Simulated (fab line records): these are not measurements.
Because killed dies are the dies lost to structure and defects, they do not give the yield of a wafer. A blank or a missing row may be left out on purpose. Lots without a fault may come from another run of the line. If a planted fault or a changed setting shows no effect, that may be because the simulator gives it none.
Which tool is to blame?	flow gf180mcu	14 lots with 42 wafers sampled at 5 steps, on a route of 602 steps

== WHAT THE GAUGES SHOWED, per wafer ==
Not one reading of a measure or inspect step in the record can be checked against a usual standard deviation.

== WHAT TOOL EACH LOT RAN ON (gives the tool, then ch and the chambers of the sampled wafers, and finally the start) ==
lot	GF_V1_CVD_02	GF_V1_ETCH_17	GF_V1_STRIP_18	GF_V1_CMP_26	GF_M2_SPUTTER_04
L715	pecvd-04 ch 0,1,2, day 17 10:26	rie_diel-04 ch 0,1,2, day 18 10:00	plasma_asher-04 ch 0,1, day 18 10:41	cmp-02 ch 2,3, day 18 11:38	pvd_sputter-02, day 18 12:04
L716	pecvd-01 ch 1,2, day 17 12:38	rie_diel-01 ch 0,1,2, day 18 12:00	plasma_asher-02 ch 0,1, day 18 13:07	cmp-01 ch 0,1,3, day 18 14:07	pvd_sputter-04, day 18 14:29
L719	pecvd-02 ch 1,2, day 18 16:02	rie_diel-02 ch 1,2,3, day 19 16:00	plasma_asher-04 ch 0,1, day 19 17:03	cmp-01 ch 1,2,3, day 19 18:06	pvd_sputter-01, day 19 18:26
L722	pecvd-01 ch 2, day 19 22:59	rie_diel-02 ch 0,1,3, day 21 00:00	plasma_asher-02 ch 0,1, day 21 00:13	cmp-02 ch 1,3, day 21 01:08	pvd_sputter-02, day 21 01:37
L723	pecvd-02 ch 0,2, day 20 05:45	rie_diel-02 ch 0,2,3, day 21 05:00	plasma_asher-02 ch 0,1, day 21 06:03	cmp-01 ch 1,2,3, day 21 07:03	pvd_sputter-04, day 21 07:26
L729	pecvd-04 ch 0,1,2, day 22 09:35	rie_diel-04 ch 0,2,3, day 23 08:00	plasma_asher-01 ch 0,1, day 23 08:52	cmp-01 ch 0,1,2, day 23 12:16	-
L730	pecvd-01 ch 0,2, day 22 12:11	rie_diel-01 ch 1,2,3, day 23 12:00	plasma_asher-04 ch 0,1, day 23 12:13	cmp-01 ch 1,2,3, day 23 13:15	-
L731	pecvd-01 ch 0,1,2, day 22 22:16	rie_diel-04 ch 2,3, day 23 21:00	plasma_asher-04 ch 0,1, day 23 21:56	cmp-02 ch 1,2, day 23 22:57	pvd_sputter-04, day 23 23:23
L732	pecvd-04 ch 1,2, day 23 06:35	rie_diel-04 ch 0,1, day 24 05:00	plasma_asher-04 ch 0,1, day 24 06:05	cmp-01 ch 0,2,3, day 24 07:05	pvd_sputter-02, day 24 07:34
L733	pecvd-02 ch 0,1, day 23 19:08	rie_diel-02 ch 2,3, day 24 18:00	plasma_asher-04 ch 0,1, day 24 18:20	cmp-02 ch 1,2, day 24 19:22	pvd_sputter-02, day 24 19:51
L734	pecvd-02 ch 0,1,2, day 23 23:43	rie_diel-04 ch 1,2, day 24 22:00	plasma_asher-04 ch 0,1, day 24 22:41	cmp-02 ch 0,1,3, day 24 23:52	pvd_sputter-04, day 25 00:15
L735	pecvd-04 ch 0,1,2, day 24 09:26	rie_diel-04 ch 0,1, day 25 08:00	plasma_asher-04 ch 0,1, day 25 08:25	cmp-02 ch 2,3, day 25 09:23	pvd_sputter-04, day 25 09:52
L736	pecvd-01 ch 1,2, day 24 18:40	rie_diel-02 ch 0,2,3, day 25 16:00	plasma_asher-01 ch 0,1, day 25 16:16	cmp-01 ch 0,1,2, day 25 17:11	pvd_sputter-02, day 25 17:40
L738	pecvd-01 ch 1,2, day 25 07:16	rie_diel-01 ch 0,1, day 26 04:00	plasma_asher-04 ch 0,1, day 26 05:02	cmp-01 ch 1,2,3, day 26 05:58	pvd_sputter-02, day 26 06:26
- GF_V1_CVD_02: deposits SiO2 from TEOS, target thk 850 nm, time 94.851 s.
- GF_V1_ETCH_17: etches SiO2 in C4F8/O2/Ar, stops on TiN, target depth 630 nm.
- GF_V1_STRIP_18: strips in O2/N2.
- GF_V1_CMP_26: polishes, stops on SiO2, t overpolish 15 s, target thk 0 nm.
- GF_M2_SPUTTER_04: material TiN, target thk 50 nm, time 41.7 s.

== AS READ BY THE TOOLS THEMSELVES (means over the sampled wafers that have a number; for cases with no such wafer, the mark the record gives instead) ==
GF_V1_CVD_02. Usual: heater_power_w at 639 W, with a standard deviation of 110.
lot	tool	heater_power_w (W)	flag
L715	pecvd-04	769	
L716	pecvd-01	539	
L719	pecvd-02	659	
L722	pecvd-01	599	
L723	pecvd-02	638	
L729	pecvd-04	696	
L730	pecvd-01	640	
L731	pecvd-01	597	
L732	pecvd-04	764	
L733	pecvd-02	689	
L734	pecvd-02	591	
L735	pecvd-04	796	
L736	pecvd-01	554	
L738	pecvd-01	536	

GF_V1_ETCH_17. Usual: bias_w 1200 W, standard deviation 3.8; chamber_pressure_mTorr 40.00 mTorr, standard deviation 0.036; oes_product_au 0.856 a.u., standard deviation 0.0047.
lot	tool	bias_w (W)	chamber_pressure_mTorr (mTorr)	oes_product_au (a.u.)	flag
L715	rie_diel-04	1198	39.98	0.861	
L716	rie_diel-01	1197	39.97	0.856	
L719	rie_diel-02	1203	40.00	0.856	
L722	rie_diel-02	1195	40.01	0.856	
L723	rie_diel-02	1201	40.06	0.863	
L729	rie_diel-04	-	-	-	OFF
L730	rie_diel-01	-	-	-	OFF
L731	rie_diel-04	1202	40.00	0.853	
L732	rie_diel-04	1201	40.00	0.856	
L733	rie_diel-02	1199	40.05	0.851	
L734	rie_diel-04	1201	40.02	0.859	
L735	rie_diel-04	1203	39.98	0.855	
L736	rie_diel-02	1199	40.00	0.850	
L738	rie_diel-01	1202	39.98	0.858	

GF_V1_STRIP_18. Usual: drypump_motor_current_A 5.5 A, standard deviation 0.5; heater_power_w 354 W, standard deviation 25; o2_flow_sccm 2998 sccm, standard deviation 7.9; oes_product_au 0.591 a.u., standard deviation 0.0055; platen_temp_c 250.03 C, standard deviation 0.19.
lot	tool	drypump_motor_current_A (A)	heater_power_w (W)	o2_flow_sccm (sccm)	oes_product_au (a.u.)	platen_temp_c (C)	flag
L715	plasma_asher-04	5.1	349	2998	0.587	250.04	
L716	plasma_asher-02	5.8	354	3006	0.593	249.99	
L719	plasma_asher-04	5.1	356	3002	0.586	249.90	
L722	plasma_asher-02	5.8	361	2994	0.588	250.00	
L723	plasma_asher-02	5.8	357	3004	0.595	250.00	
L729	plasma_asher-01	5.8	330	2997	0.669	249.95	OFF
L730	plasma_asher-04	5.1	350	3004	0.665	250.09	OFF
L731	plasma_asher-04	5.4	375	2999	0.590	249.88	
L732	plasma_asher-04	5.4	363	3010	0.594	249.97	
L733	plasma_asher-04	5.1	354	2996	0.588	250.09	
L734	plasma_asher-04	5.4	375	2998	0.588	250.18	
L735	plasma_asher-04	5.4	370	3001	0.596	250.04	
L736	plasma_asher-01	5.5	327	2992	0.590	250.17	
L738	plasma_asher-04	5.1	350	2994	0.594	250.03	

GF_V1_CMP_26. Usual: motor_current_A 10.7 A, standard deviation 0.58; overpolish_run_s 15.000 s, standard deviation 0.0096; time_to_endpoint_s 85 s, standard deviation 4.1.
lot	tool	motor_current_A (A)	overpolish_run_s (s)	time_to_endpoint_s (s)	flag
L715	cmp-02	10.8	14.998	86	
L716	cmp-01	10.8	15.004	86	
L719	cmp-01	10.2	15.012	83	
L722	cmp-02	10.5	15.006	81	
L723	cmp-01	10.2	14.998	85	
L729	cmp-01	10.7	14.999	82	
L730	cmp-01	10.8	14.996	82	
L731	cmp-02	10.7	15.002	82	
L732	cmp-01	10.9	15.003	84	
L733	cmp-02	11.0	14.997	83	
L734	cmp-02	10.7	14.998	83	
L735	cmp-02	10.6	15.002	84	
L736	cmp-01	10.5	15.003	83	
L738	cmp-01	10.4	15.006	85	

GF_M2_SPUTTER_04. Usual: throttle_valve_pct at 29.8 %, with a standard deviation of 1.4.
lot	tool	throttle_valve_pct (%)	flag
L715	pvd_sputter-02	29.7	
L716	pvd_sputter-04	28.8	
L719	pvd_sputter-01	30.0	
L722	pvd_sputter-02	31.3	
L723	pvd_sputter-04	29.4	
L731	pvd_sputter-04	30.7	
L732	pvd_sputter-02	28.4	
L733	pvd_sputter-02	29.7	
L734	pvd_sputter-04	29.0	
L735	pvd_sputter-04	30.3	
L736	pvd_sputter-02	28.9	
L738	pvd_sputter-02	28.8	

== THE ANSWER, worked out from the rows above alone ==
Rule: a lot is off if the mean of its wafers that have a number lies more than 3 standard deviations from the usual mean. A lot without any number at a reading at which 4 lots or more have one is off too. Where the step has rows for the other lots, those lots are counted as sound. First the gauges in route order, then the tools' own readings, where a lot's mean is used as printed above. The first step at which some lot is off is used, and at that step the reading that is off furthest; a lot without a number counts as furthest.
Off, at GF_V1_ETCH_17 on bias_w: L729, L730. Without a number there: L729, L730.
If a tool, at that step or one of the process steps before it, ran each lot that is off and ran no sound lot following the first of them, it fits. Not one of the candidates tried fits.

== WHAT THE SIMULATOR HAD INSERTED ==
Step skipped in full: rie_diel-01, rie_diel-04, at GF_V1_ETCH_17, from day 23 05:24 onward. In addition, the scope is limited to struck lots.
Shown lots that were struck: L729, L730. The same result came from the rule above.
